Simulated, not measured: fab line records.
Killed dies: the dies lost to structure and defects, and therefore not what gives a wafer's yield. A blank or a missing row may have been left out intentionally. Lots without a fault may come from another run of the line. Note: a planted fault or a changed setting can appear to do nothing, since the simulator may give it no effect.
fab line records | flow sfq-line
record: lots: 6 wafers: 18 last-day: 78
route steps=325 shown I0@47 M1@58 I1@73 M2@88 M8@325
lots untouched by any fault: they come from a run of this same line in which no faults occurred
start-h: the number of hours between the record's first day and the start of the first shown wafer of the lot | wait-h: time in hours since the lot's previous step | " same as the row above | L1.1+2: a row that stands for several wafers | - either no value or no given start | * or withheld: withheld | < > ~ a bound
route shown NAME@n: names a module that has steps shown in the file, with the first one's number in the route | usual: mean/standard deviation taken from wafers without a fault | same: alike in all rows | chamber/n: place in a boat | sites: each site's reading | _std_site: their standard deviation | _edge_site: outer sites' mean less inner sites' | radius-mm: for every site, how far away it sits from the centre of the wafer | mask NAME#n: copy n | behind: the tool/chamber that last shaped the wafer | hold: reason for holding the lot/hours on hold/outcome of the hold | device: whichever transistor did not switch (one of n, p or np) | end of line: tests run on the same wafers once the route is complete | a step given without rows: its recipe and nothing more | killed: not the wafer's yield, but the dies lost to structure and defects at the first sort | map: dies across one wafer; x = killed, . = not, _ = none there
set.NAME: the setting as run; set.NAME@STEP: as run at that earlier step | model.NAME: the simulator's own value behind a step, which no gauge read
lots at some steps of the route; a table a step, a row a wafer
services: the hour from which a tool's chamber was out of use, counted from the record's first day as start-h (under 0 if before that day), plus the number of hours and why
== steps ==
step: SFQ_TRILAYER_I0_VIA_LITHO_COAT_036
recipe: resist: BARC spin-rpm: 3000 resist-thk-nm: 62
step: SFQ_TRILAYER_I0_VIA_LITHO_COAT_031
recipe: resist: KrF spin-rpm: 3000 resist-thk-nm: 650
step: SFQ_TRILAYER_I0_VIA_LITHO_SOFTBAKE_035
recipe: temp-c: withheld time-s: withheld resist: KrF
step: SFQ_TRILAYER_I0_VIA_LITHO_EXPOSE_032
recipe: mask-id: I0 na: 0.6 source-shape: conventional sigma-outer: 0.65 target-cd-nm: 500 dose-mj: 21.3
step: SFQ_TRILAYER_I0_VIA_LITHO_PEB_034
recipe: peb-temp-c: 115 peb-time-s: 60 resist: KrF
step: SFQ_TRILAYER_I0_VIA_LITHO_DEVELOP_033
recipe: time-s: 60 resist: KrF
step: SFQ_I0_OVL_MEAS_908
usual: I0_OVL: 2/5.5
columns lot.wafer tool chamber start-h wait-h I0_OVL[nm]
L678.3 overlay-02 - 227.91 0.1 -1
L678.4 " - " " -13
L678.5 " - " " -8
L681.4 overlay-01 - 247.12 0.1 -1
L681.5 " - " " 1
L681.6 " - " " -5
L685.1 overlay-02 - 291.72 0.1 -3
L685.2 " - " " 4
L685.4 " - " " -1
L686.1 overlay-02 - 301.08 0.1 4
L686.5 " - " " 8
L686.6 " - " " -4
L694.2 overlay-01 - 353.79 0.1 2
L694.4 " - " " 0
L694.5 " - " " 3
L700.1 overlay-02 - 391.73 0.1 -2
L700.2 " - " " 2
L700.5 " - " " -5
step: SFQ_TRILAYER_I0_VIA_BARC_OPEN_VIA_ETCH_046
recipe: mask-material: PR chemistry: O2 target-depth-nm: 125 target: BARC source-w: 500 bias-w: 80 pressure-mtorr: 30 time-s: 41.7
step: SFQ_TRILAYER_I0_VIA_ETCH_VIA_ETCH_034
recipe: target: SiO2 stop-on: Nb mask-material: PR taper-deg: 20 chemistry: CHF3 target-depth-nm: 260 source-w: 500 bias-w: 80 pressure-mtorr: 30 time-s: withheld
usual: drypump-motor-current-A: 5.9/0.54 oes-product-au: 0.853/0.0057
columns lot.wafer tool chamber start-h wait-h drypump-motor-current-A oes-product-au
L678.3 rie-diel-04 3 227.97 0.0 5.7 0.854
L678.4 " 0 " " 6.2 0.859
L678.5 " 0 " " 6.2 0.852
L681.4 rie-diel-03 2 247.17 0.0 6.3 0.850
L681.5 " 3 " " 4.9 0.853
L681.6 " 2 " " 6.3 0.867
L685.1 rie-diel-03 3 291.80 0.0 4.9 0.854
L685.2 " 0 " " 6.3 0.845
L685.4 " 1 " " 6.4 0.850
L686.1 rie-diel-01 3 301.16 0.0 6.0 0.862
L686.5 " 3 " " 5.9 0.862
L686.6 " 0 " " 4.9 0.857
L694.2 rie-diel-03 1 353.86 0.0 6.3 0.861
L694.4 " 3 " " 4.9 0.854
L694.5 " 2 " " 6.3 0.850
L700.1 rie-diel-03 2 391.81 0.0 6.3 0.853
L700.2 " 3 " " 4.9 0.847
L700.5 " 0 " " 6.2 0.853
step: SFQ_TRILAYER_I0_VIA_STRIP_STRIP_035
recipe: gas: O2 power-w: 200 platen-temp-c: 40 overash-fraction: 0.65 chemistry: O2 pressure-mtorr: 50
usual: drypump-motor-current-A: 6.0/0.31 oes-product-au: 0.995/0.011
columns lot.wafer tool chamber start-h wait-h drypump-motor-current-A oes-product-au rf-hours-counter-h
L678.3 rie-metal-02 0 228.29 - 5.6 1.001 -
L678.4 " 1 " " 5.8 1.010 -
L678.5 " 1 " " 5.8 1.019 -
L681.4 rie-metal-02 1 247.49 - 5.8 1.012 -
L681.5 " 0 " " 5.5 0.988 -
L681.6 " 1 " " 5.8 1.013 -
L685.1 rie-metal-03 0 291.91 - 5.9 0.985 40
L685.2 " 0 " " 5.9 0.989 -
L685.4 " 0 " " 5.9 0.993 -
L686.1 rie-metal-03 0 301.27 - 5.9 0.993 42
L686.5 " 0 " " 5.9 0.980 -
L686.6 " 1 " " 6.6 0.996 -
L694.2 rie-metal-04 0 353.97 - 5.8 0.984 45
L694.4 " 1 " " 6.1 1.011 -
L694.5 " 1 " " 6.1 1.006 -
L700.1 rie-metal-04 1 391.92 - 6.1 1.007 87
L700.2 " 0 " " 5.8 0.994 53
L700.5 " 0 " " 5.8 0.990 -
step: SFQ_TRILAYER_I0_VIA_STRIP_SOLV_CLEAN_036
recipe: chemistry: NMP temp-c: 70 time-s: 600
step: SFQ_TRILAYER_M1_DEP_PRE_CLEAN_038
recipe: gas: Ar time-s: 22.5 bias-v: 250
step: SFQ_TRILAYER_M1_DEP_SPUTTER_037
recipe: material: Nb base-pressure-pa: 1.33e-06 chamber-pressure-pa: 0.1333 substrate-temp-c: 20 resputter-cathode-voltage-v: 400 target-thk-nm: 200 power-w: 2000 time-s: 133.3
usual: cathode-dc-power-W: 2000.0/0.35 throttle-valve-pct: 29.9/0.74
columns lot.wafer tool chamber start-h wait-h cathode-dc-power-W throttle-valve-pct model.Nb_of_TRILAYER_M1_DEP_SPUTTER_037.thk-nm
L678.3 pvd-sputter-06 - 228.89 0.0 1999.7 29.6 197.3
L678.4 " - " " 2000.4 29.8 195.6
L678.5 " - " " 2000.3 29.8 195.3
L681.4 pvd-sputter-05 - 248.09 0.0 1999.6 29.6 200.4
L681.5 " - " " 2000.1 30.0 202.1
L681.6 " - " " 1999.7 30.1 198.1
L685.1 pvd-sputter-05 - 293.32 0.0 2076.9 30.0 205.2
L685.2 " - " " 2077.7 29.6 203.9
L685.4 " - " " 2077.7 29.7 199.3
L686.1 pvd-sputter-05 - 302.07 0.0 2077.4 29.7 210.3
L686.5 " - " " 2077.4 29.5 208.3
L686.6 " - " " 2077.3 30.0 210.4
L694.2 pvd-sputter-06 - 354.77 0.0 1999.9 29.3 191.2
L694.4 " - " " 2000.1 29.9 192.4
L694.5 " - " " 2000.3 28.3 190.9
L700.1 pvd-sputter-03 - 392.72 0.0 2000.3 30.9 202.6
L700.2 " - " " 2000.1 30.8 203.5
L700.5 " - " " 2000.5 31.3 204.2
step: SFQ_M1_RS_MEAS_909
recipe: thk-meas-gauge: four-point-probe reads: Nb_of_TRILAYER_M1_DEP_SPUTTER_037
usual: M1_NB_RS: 0.900/0.017
columns lot.wafer tool chamber start-h wait-h M1_NB_RS[ohm/sq]
L678.3 film-metro-02 - 229.02 0.1 0.903
L678.4 " - " " 0.909
L678.5 " - " " 0.912
L681.4 film-metro-03 - 248.24 0.1 0.891
L681.5 " - " " 0.881
L681.6 " - " " 0.899
L685.1 film-metro-03 - 293.41 0.0 0.867
L685.2 " - " " 0.873
L685.4 " - " " 0.894
L686.1 film-metro-03 - 302.16 0.0 0.846
L686.5 " - " " 0.854
L686.6 " - " " 0.847
L694.2 film-metro-02 - 354.88 0.1 0.930
L694.4 " - " " 0.925
L694.5 " - " " 0.933
L700.1 film-metro-02 - 392.85 0.1 0.877
L700.2 " - " " 0.875
L700.5 " - " " 0.872
step: SFQ_TRILAYER_M1_LITHO_COAT_044
recipe: resist: BARC spin-rpm: 3000 resist-thk-nm: 62
step: SFQ_TRILAYER_M1_LITHO_COAT_039
recipe: resist: KrF spin-rpm: 3000 resist-thk-nm: 600
step: SFQ_TRILAYER_M1_LITHO_SOFTBAKE_043
recipe: temp-c: withheld time-s: withheld resist: KrF
step: SFQ_TRILAYER_M1_LITHO_EXPOSE_040
recipe: mask-id: M1 na: 0.6 source-shape: conventional sigma-outer: 0.65 target-cd-nm: 500 dose-mj: 14.4
step: SFQ_TRILAYER_M1_LITHO_PEB_042
recipe: peb-temp-c: 115 peb-time-s: 60 resist: KrF
step: SFQ_TRILAYER_M1_LITHO_DEVELOP_041
recipe: time-s: 60 resist: KrF
step: SFQ_M1_OVL_MEAS_911
usual: M1_OVL: 0/5.6
columns lot.wafer tool chamber start-h wait-h M1_OVL[nm]
L678.3 overlay-01 - 286.69 0.1 -11
L678.4 " - " " -3
L678.5 " - " " -10
L681.4 overlay-01 - 308.30 0.1 4
L681.5 " - " " -9
L681.6 " - " " -4
L685.1 overlay-01 - 354.98 0.1 6
L685.2 " - " " 8
L685.4 " - " " 18
L686.1 overlay-02 - 365.78 0.1 -1
L686.5 " - " " -2
L686.6 " - " " 2
L694.2 overlay-02 - 424.14 0.1 -4
L694.4 " - " " -5
L694.5 " - " " -10
L700.1 overlay-02 - 464.93 0.1 6
L700.2 " - " " 5
L700.5 " - " " 6
step: SFQ_TRILAYER_M1_BARC_OPEN_METAL_ETCH_054
recipe: mask-material: PR chemistry: O2 target-depth-nm: 125 target: BARC icp-w: 600 bias-w: 80 pressure-mtorr: 10 time-s: 41.7
step: SFQ_TRILAYER_M1_ETCH_METAL_ETCH_042
recipe: target: Nb stop-on: SiO2 mask-material: PR chemistry: Cl2/Ar target-depth-nm: 240 icp-w: 600 bias-w: 80 pressure-mtorr: 10 time-s: 120
usual: drypump-motor-current-A: 6.17/0.28 oes-product-au: 0.889/0.01
columns lot.wafer tool chamber start-h wait-h drypump-motor-current-A oes-product-au rf-hours-counter-h model.M1.feature-depth-nm model.etch.depth-nm
L678.3 rie-metal-01 0 286.82 0.1 6.16 0.887 - 197.3 197.3
L678.4 " 1 " " 6.30 0.877 - 195.6 195.6
L678.5 " 0 " " 6.16 0.888 - 195.3 195.3
L681.4 rie-metal-01 0 308.42 0.1 6.20 0.896 - 200.4 200.4
L681.5 " 0 " " 6.20 0.896 - 202.1 202.1
L681.6 " 0 " " 6.22 0.894 - 198.1 198.1
L685.1 rie-metal-03 0 355.08 0.0 5.93 0.911 52 205.2 205.2
L685.2 " 1 " " 6.58 0.900 11 203.9 203.9
L685.4 " 0 " " 5.92 0.900 - 199.3 199.3
L686.1 rie-metal-04 1 365.88 0.0 6.05 0.926 83 210.3 210.3
L686.5 " 0 " " 5.84 0.919 - 208.3 208.3
L686.6 " 1 " " 6.08 0.923 - 210.4 210.4
L694.2 rie-metal-04 1 424.23 0.0 6.09 0.864 93 191.2 191.2
L694.4 " 0 " " 5.81 0.873 - 192.4 192.4
L694.5 " 0 " " 5.83 0.873 - 190.9 190.9
L700.1 rie-metal-03 0 465.03 0.0 5.90 0.900 71 202.6 202.6
L700.2 " 1 " " 6.58 0.899 30 203.5 203.5
L700.5 " 1 " " 6.59 0.906 - 204.2 204.2
step: SFQ_TRILAYER_M1_STRIP_STRIP_043
recipe: gas: O2 power-w: 200 platen-temp-c: 40 overash-fraction: 0.65 chemistry: O2 pressure-mtorr: 50
step: SFQ_TRILAYER_M1_STRIP_SOLV_CLEAN_044
recipe: chemistry: NMP temp-c: 70 time-s: 600
step: SFQ_TRILAYER_I1_DEP_PECVD_045
recipe: material: SiO2 temp-c: 150 time-s: 111.11 pressure-torr: 2.4 rf-w: 183.3 precursor: SiH4/N2O target-thk-nm: 500
step: SFQ_TRILAYER_I1_CMP_CMP_046
recipe: material: SiO2 down-force-psi: 3 platen-rpm: 60 pad-velocity-m-s: 0.94248
step: SFQ_I1_BOW_MEAS_912
recipe: mode: bow
usual: I1_BOW: 1/7.9
columns lot.wafer tool chamber start-h wait-h I1_BOW[um]
L678.3 film-metro-02 - 293.01 1.0 -1
L678.4 " - " " 11
L678.5 " - " " 1
L681.4 film-metro-04 - 317.03 2.1 13
L681.5 " - " " 15
L681.6 " - " " 6
L685.1 film-metro-01 - 364.00 1.5 12
L685.2 " - " " 0
L685.4 " - " " -11
L686.1 film-metro-02 - 374.10 1.5 -9
L686.5 " - " " -2
L686.6 " - " " 12
L694.2 film-metro-02 - 429.82 1.5 16
L694.4 " - " " 5
L694.5 " - " " 15
L700.1 film-metro-04 - 470.32 2.5 -9
L700.2 " - " " 3
L700.5 " - " " 2
step: SFQ_TRILAYER_I1_METRO_MEASURE_047
usual: thk-nm: 199.7/1.3
columns lot.wafer tool chamber start-h wait-h thk-nm
L678.3 film-metro-02 - 293.49 0.5 199.8
L678.4 " - " " 199.3
L678.5 " - " " 198.9
L681.4 film-metro-04 - 317.69 0.6 197.0
L681.5 " - " " 198.5
L681.6 " - " " 199.4
L685.1 film-metro-01 - 364.12 0.1 200.7
L685.2 " - " " 198.4
L685.4 " - " " 198.8
L686.1 film-metro-02 - 374.22 0.1 200.5
L686.5 " - " " 198.9
L686.6 " - " " 198.5
L694.2 film-metro-02 - 430.12 0.3 200.1
L694.4 " - " " 198.0
L694.5 " - " " 198.9
L700.1 film-metro-04 - 470.44 0.1 200.1
L700.2 " - " " 200.2
L700.5 " - " " 199.9
step: SFQ_TRILAYER_I1_VIA_LITHO_COAT_054
recipe: resist: BARC spin-rpm: 3000 resist-thk-nm: 62
step: SFQ_TRILAYER_I1_VIA_LITHO_COAT_049
recipe: resist: KrF spin-rpm: 3000 resist-thk-nm: 650
step: SFQ_TRILAYER_I1_VIA_LITHO_SOFTBAKE_053
recipe: temp-c: withheld time-s: withheld resist: KrF
step: SFQ_TRILAYER_I1_VIA_LITHO_EXPOSE_050
recipe: mask-id: I1 na: 0.6 source-shape: conventional sigma-outer: 0.65 target-cd-nm: 500 dose-mj: 21.3
step: SFQ_TRILAYER_I1_VIA_LITHO_PEB_052
recipe: peb-temp-c: 115 peb-time-s: 60 resist: KrF
step: SFQ_TRILAYER_I1_VIA_LITHO_DEVELOP_051
recipe: time-s: 60 resist: KrF
step: SFQ_I1_OVL_MEAS_913
usual: I1_OVL: 2/5.4
columns lot.wafer tool chamber start-h wait-h I1_OVL[nm]
L678.3 overlay-01 - 378.71 0.1 6
L678.4 " - " " 6
L678.5 " - " " 8
L681.4 overlay-01 - 404.92 0.1 1
L681.5 " - " " 1
L681.6 " - " " -3
L685.1 overlay-02 - 450.05 0.1 -2
L685.2 " - " " 2
L685.4 " - " " 0
L686.1 overlay-02 - 464.45 0.1 -1
L686.5 " - " " -3
L686.6 " - " " -3
L694.2 overlay-02 - 523.36 0.1 3
L694.4 " - " " 7
L694.5 " - " " -1
L700.1 overlay-01 - 568.91 0.1 5
L700.2 " - " " 6
L700.5 " - " " 12
step: SFQ_TRILAYER_I1_VIA_BARC_OPEN_VIA_ETCH_071
recipe: mask-material: PR chemistry: O2 target-depth-nm: 125 target: BARC source-w: 500 bias-w: 80 pressure-mtorr: 30 time-s: 41.7
usual: drypump-motor-current-A: 6.0/0.53 oes-product-au: 0.685/0.0048
columns lot.wafer tool chamber start-h wait-h drypump-motor-current-A oes-product-au rf-hours-counter-h
L678.3 rie-diel-02 2 378.74 0.0 5.8 0.677 47
L678.4 " 0 " " 5.6 0.684 0
L678.5 " 0 " " 5.6 0.689 -
L681.4 rie-diel-03 3 404.94 0.0 4.9 0.688 89
L681.5 " 3 " " 4.9 0.686 -
L681.6 " 2 " " 6.3 0.684 -
L685.1 rie-diel-02 3 450.09 0.0 6.8 0.690 35
L685.2 " 1 " " 5.5 0.675 9
L685.4 " 0 " " 5.6 0.680 1
L686.1 rie-diel-04 1 464.49 0.0 5.7 0.691 103
L686.5 " 0 " " 6.2 0.701 -
L686.6 " 3 " " 5.7 0.687 -
L694.2 rie-diel-02 2 523.39 0.0 5.8 0.687 49
L694.4 " 3 " " 6.8 0.688 36
L694.5 " 0 " " 5.6 0.686 -
L700.1 rie-diel-02 1 568.95 0.0 5.5 0.687 11
L700.2 " 0 " " 5.6 0.685 3
L700.5 " 2 " " 5.8 0.683 -
step: SFQ_TRILAYER_I1_VIA_ETCH_VIA_ETCH_052
recipe: target: SiO2 stop-on: Nb mask-material: PR taper-deg: 20 chemistry: CHF3 target-depth-nm: 260 source-w: 500 bias-w: 80 pressure-mtorr: 30 time-s: withheld
step: SFQ_TRILAYER_I1_VIA_STRIP_STRIP_053
recipe: gas: O2 power-w: 200 platen-temp-c: 40 overash-fraction: 0.65 chemistry: O2 pressure-mtorr: 50
usual: drypump-motor-current-A: 5.9/0.36 oes-product-au: 0.995/0.007
columns lot.wafer tool chamber start-h wait-h drypump-motor-current-A oes-product-au rf-hours-counter-h
L678.3 rie-metal-03 1 379.09 - 6.6 1.004 -
L678.4 " 0 " " 5.9 0.984 -
L678.5 " 0 " " 5.9 1.004 -
L681.4 rie-metal-03 0 405.29 - 5.9 1.003 -
L681.5 " 0 " " 5.9 1.000 -
L681.6 " 1 " " 6.6 1.003 -
L685.1 rie-metal-01 0 450.24 - 6.2 0.990 75
L685.2 " 1 " " 6.3 0.993 50
L685.4 " 1 " " 6.3 0.988 -
L686.1 rie-metal-01 0 464.64 - 6.2 0.997 78
L686.5 " 1 " " 6.3 0.994 -
L686.6 " 0 " " 6.2 1.007 -
L694.2 rie-metal-02 1 523.74 - 5.7 0.994 -
L694.4 " 1 " " 5.7 0.994 -
L694.5 " 1 " " 5.7 0.995 -
L700.1 rie-metal-03 1 569.10 - 6.6 0.993 49
L700.2 " 0 " " 5.9 0.992 90
L700.5 " 0 " " 5.9 0.992 -
step: SFQ_TRILAYER_I1_VIA_STRIP_SOLV_CLEAN_054
recipe: chemistry: NMP temp-c: 70 time-s: 600
step: SFQ_TRILAYER_M2_DEP_PRE_CLEAN_056
recipe: gas: Ar time-s: 22.5 bias-v: 250
step: SFQ_M8_BOW_MEAS_951
recipe: mode: bow
usual: M8_BOW: 10/12
columns lot.wafer tool chamber start-h wait-h M8_BOW[um] model.etest.m1.ohm-um model.etest.i0.link-ohm model.etest.m1.ohm-sq
L678.3 film-metro-03 - 1611.35 0.0 9 1.811 1.996 0.9026
L678.4 " - " " 20 1.815 2.009 0.9102
L678.5 " - " " 10 1.833 2.008 0.9116
L681.4 film-metro-01 - 1631.58 0.1 29 1.795 1.976 0.8884
L681.5 " - " " 31 1.774 1.935 0.8809
L681.6 " - " " 21 1.809 1.98 0.8986
L685.1 film-metro-01 - 1667.65 0.0 38 1.727 1.919 0.8678
L685.2 " - " " 25 1.748 1.94 0.8734
L685.4 " - " " 14 1.768 1.964 0.8933
L686.1 film-metro-04 - 1675.01 0.0 7 1.676 1.912 0.8465
L686.5 " - " " 15 1.685 1.907 0.8546
L686.6 " - " " 28 1.677 1.909 0.8461
L694.2 film-metro-03 - 1780.92 0.0 30 1.852 2.006 0.931
L694.4 " - " " 20 1.845 1.985 0.9253
L694.5 " - " " 29 1.851 2.004 0.9325
L700.1 film-metro-03 - 1867.39 0.0 2 1.752 1.938 0.8788
L700.2 " - " " 14 1.759 1.931 0.8751
L700.5 " - " " 13 1.752 1.961 0.872
== services ==
columns tool chamber start-h hours kind
film-metro-02 - 210.86 0.3 pm
pvd-sputter-05 - 213.91 6.9 repair
rie-diel-04 2 216.47 1.9 repair
rie-metal-04 - 225.93 14.6 pm
rie-metal-04 - 250.74 4.3 pm
rie-metal-04 - 257.96 6.2 repair
pvd-sputter-05 - 272.49 0.5 repair
rie-metal-04 - 311.05 6.7 repair
film-metro-02 - 329.10 0.5 pm
film-metro-02 - 330.85 1.2 pm
rie-metal-03 - 355.80 14.6 pm
pvd-sputter-05 - 358.69 9.1 repair
rie-metal-01 1 359.49 5.3 repair
rie-metal-02 - 384.48 4.3 pm
rie-diel-02 2 401.20 1.6 repair
rie-diel-02 0 413.35 8.6 repair
rie-metal-02 - 415.13 0.5 repair
rie-diel-03 0 447.18 4.3 repair
rie-diel-03 1 451.00 3.9 repair
film-metro-02 - 454.75 1.8 pm
rie-diel-03 - 499.54 4.3 pm
rie-diel-02 - 505.15 2.8 pm
rie-diel-03 0 518.97 8.1 repair
rie-metal-02 - 538.05 15.6 pm
== key ==
first-sign: step: SFQ_TRILAYER_M1_DEP_SPUTTER_037 reading: cathode-dc-power-W direction: up sigmas: 99+ usual: 2000.0 struck: 2077.4
effect: step: SFQ_M1_RS_MEAS_909 reading: M1_NB_RS direction: down sigmas: 2.2 usual: 0.900 struck: 0.863 wafers-moved: 3
model-effect: step: SFQ_TRILAYER_M1_DEP_SPUTTER_037 value: Nb_of_TRILAYER_M1_DEP_SPUTTER_037.thk-nm without: 198.5 struck: 206.2
model-effect: step: SFQ_TRILAYER_M1_ETCH_METAL_ETCH_042 value: M1.feature-depth-nm without: 198.5 struck: 206.2
model-effect: step: SFQ_M8_BOW_MEAS_951 value: etest.m1.ohm-um without: 1.78 struck: 1.714
met-at SFQ_TRILAYER_M1_DEP_SPUTTER_037
struck-wafers L685.1,L685.2,L685.4,L686.1,L686.5,L686.6
onset-between 248.09 293.32
fault: kind: process-parameter-drift tool: pvd-sputter-05 chamber: - onset-h: 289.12 steps: SFQ_TRILAYER_M1_DEP_SPUTTER_037 channel: power-w offset: 77.402 shape: step end-h: 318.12 acts-in: these-recipes-only stated: 2000
